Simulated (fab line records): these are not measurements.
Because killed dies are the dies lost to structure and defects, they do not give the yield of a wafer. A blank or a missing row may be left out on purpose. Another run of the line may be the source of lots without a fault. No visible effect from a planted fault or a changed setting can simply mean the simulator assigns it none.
A struck lot beside a sound one    flow sky130    16 out of 708 route steps
Sound: wafers L479.2, L479.3, L479.5. The struck wafers were L485.2, L485.4, L485.6. Last of all comes the cause.
Per side, at each step with rows, come the tool, then ch with its chambers, and then its first start. Under that, the readings that differ: sound wafers    struck wafers    difference of the means    sigmas: that difference in standard deviations of wafers without a fault.
alike: readings with means less than 2 such deviations apart, plus words and numbers identical on both sides. not compared: withheld readings, readings lacking a value on some wafer, bounds such as >300 that could conceal the same value, and numbers that have no deviation in the record and whose values overlap.
A row with sigmas, a row that says differs or no value, or rows on one side alone: a step with any of these is where the two part. Non-overlapping numbers with no deviation appear without sigmas and do not part them. A reading that every wafer of one side lacks parts them only if that side has two wafers or more.

SKY_SD_N_OVL_MEAS_08:
  struck on overlay-02, day 30 18:23; sound on overlay-02, day 27 23:22
  alike: SD_N_OVL
then, 2 steps without rows for these wafers: SKY_SD_N_IMPLANT_09; SKY_SD_N_IMPLANT_10.
SKY_SD_N_STRIP_11: strips in O2/N2.
  sound on plasma_asher-02 ch 0,1, day 27 23:42; struck on plasma_asher-04 ch 0,1, day 30 18:43
  alike: drypump_motor_current_A, oes_product_au, strip_time_to_endpoint_s
  not compared: rf_hours_counter_h
SKY_SD_N_TW_MEAS_12:
  struck on film_metro-02, day 30 18:50; sound on film_metro-02, day 27 23:49
  alike: SD_N_TW
then, 1 step without rows for these wafers: SKY_SD_N_CLEAN_13 (cleans in SC1/SC2, time 150 s).
SKY_SD_N_RTA_14: time 2 s.
  sound on rtp_anneal-01 ch 0, day 27 23:55; struck on rtp_anneal-01 ch 0, day 30 18:56
  alike: lamp_power_pct, wafer_temp_C_max
SKY_SD_N_RS_MEAS_16: measurement is done with a four-point probe.
  struck on film_metro-03, day 30 19:08; sound on film_metro-01, day 28 00:07
  alike: SD_N_RS
SKY_SD_N_RS_MEAS_17: measurement is done with a four-point probe.
  struck on film_metro-03, day 30 19:15; sound on film_metro-01, day 28 00:14
  alike: SD_P_RS
SKY_SD_N_RS_MEAS_18: measurement is done with a four-point probe.
  struck on film_metro-03, day 30 19:22; sound on film_metro-01, day 28 00:22
  alike: RES_XHIGH_RS
then, 1 step without rows for these wafers: SKY_SALICIDE_CLEAN_00 (cleans in HF-last, time 30 s).
SKY_LI_CONTACT_HDPCVD_00: deposits PSG, target thk 930 nm, time 155 s.
  sound on hdpcvd-01 ch 1,2, day 28 00:28; struck on hdpcvd-01 ch 0,1,2, day 30 19:29
reading                                        sound              struck             difference  sigmas
run_length_s (s)                               182.4 182.6 182.8  223.3 222.5 223.5  +40.5       +92
model.PSG_of_LI_CONTACT_HDPCVD_00.thk_nm (nm)  931.6 945.8 948.7  1172 1174 1182     +234        
SKY_LI_CONTACT_THK_MEAS_01:
  struck on film_metro-02, day 30 19:36; sound on film_metro-03, day 28 00:35
reading                     sound        struck          difference  sigmas
LI_CONTACT_HDPCVD_THK (nm)  932 946 948  1172 1174 1183  +234        +25
SKY_LI_CONTACT_CMP_02: polishes PSG.
  sound on cmp-02 ch 0,3, day 28 00:38; struck on cmp-01 ch 1,2, day 30 19:42
reading                 sound     struck    difference  sigmas
time_to_endpoint_s (s)  31 41 36  57 57 59  +22         +7
  alike: motor_current_A
SKY_LI_CONTACT_BOW_MEAS_03:
  struck on film_metro-03, day 30 19:58; sound on film_metro-03, day 28 00:58
  alike: LI_CONTACT_BOW
-- here the record skips 17 days between the struck wafers' starts before and after, leaving off in module LI_CONTACT and picking up in module PAD_OPEN (first step shown: number 708 of the route) --
SKY_PAD_OPEN_PROBE_99:
  struck on prober-02, day 48 00:23; sound on prober-01, day 46 03:10
  alike: killed_at_M0_to_M3, killed_at_M4_up, killed_at_contacts, killed_at_front_end, killed_at_other, killed_dies, killed_on_rim, killed_open, killed_short

== WHERE THEY PART ==
First at SKY_LI_CONTACT_HDPCVD_00; last, within this record, at SKY_LI_CONTACT_CMP_02. Later steps at which nothing parts them and some readings are alike: SKY_LI_CONTACT_BOW_MEAS_03, SKY_PAD_OPEN_PROBE_99.

WHY: the cause the simulator had injected
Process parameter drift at SKY_LI_CONTACT_HDPCVD_00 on hdpcvd-01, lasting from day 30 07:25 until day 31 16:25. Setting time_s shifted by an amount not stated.
